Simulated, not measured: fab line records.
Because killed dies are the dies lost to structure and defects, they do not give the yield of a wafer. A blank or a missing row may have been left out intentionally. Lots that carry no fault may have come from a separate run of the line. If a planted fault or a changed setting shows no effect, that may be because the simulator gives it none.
Problem report, 8D (eight disciplines) form, completed by code | flow gf180mcu | the parts of the form that need people (team, actions taken, sign-off) are left out

== 1. THE ISSUE ==
At GF_SAB_DEHYDRATE_02, run length s averages 94.77 s over 4 wafers from 3 lots, while fault-free wafers read 89.31 s, standard deviation 0.21. That puts it +26 standard deviations away from the usual mean.
The step: time 60 s.
Earliest sighting: wafer L425.6 on litho track-02 at day 21 03:50. Wafers with a number at this step in the record: 43, from 15 lots. The rule behind "out" and "out of limits": a value lying over 4 standard deviations away from the usual mean. All remaining wafers that have a number are taken as sound.

== 2. WHAT IT IS, WHAT IT ISN'T ==
question                    | is                             | is not
which readings at this step | run length s                   | -
which lots                  | L425, L426, L427               | L409, L411, L412, L413, L414, L415, L416, L417, L418, L428, L429, L430
which wafers of those lots  | L425.6, L426.3, L426.6, L427.3 | L425.5, L427.1, L427.5
read on which tools         | litho track-02                 | litho track-01, litho track-03
when                        | from day 21 03:50              | up to then (28 sound wafers); but 11 sound wafers of L427, L428, L429, L430 came after

== 3. SUSPECTS, AND WHAT RULES EACH OUT ==
Counting: any tool at a process step up to the reading remains a suspect provided it ran every lot that is out. Sound lots after the first of them don't rule it out here, since some wafers of a struck lot are sound.
- litho track-02 at GF_SAB_DEHYDRATE_02 (time 60 s): kept. Every lot that is out went through it, the first being L425 (day 21 03:50); the last sound lot it ran before that was L415 (day 18 01:17). On those wafers its own readings are out: run length s.
The count leaves litho track-02 at GF_SAB_DEHYDRATE_02.

== 4. THE CAUSE (what the simulator had put in) ==
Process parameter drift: litho track-02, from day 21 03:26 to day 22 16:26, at GF_SAB_DEHYDRATE_02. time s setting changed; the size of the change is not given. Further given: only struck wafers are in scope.
Only this tool survived the counting.

== 5. THE EFFECT CHAIN, in route order ==
Each row: a reading whose mean over the struck wafers that have a number lies more than 3 standard deviations from the usual. Only readings for which the record gives a usual standard deviation are gone through. hours: the time from each lot's start at the first step in this table that gives one to its start at this step, as a median over the lots. sigmas: the change in usual standard deviations.
hours | step                | reading      | usual   | on struck wafers | change | sigmas
0     | GF_SAB_DEHYDRATE_02 | run length s | 89.31 s | 94.77            | +5.46  | +26
It contains these process steps:
- GF_SAB_DEHYDRATE_02: time 60 s.

== 6. HOW IT WOULD HAVE BEEN CAUGHT EARLIER ==
In this record the first reading out of limits was taken at day 21 03:50, 0 hours after the fault began at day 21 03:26.
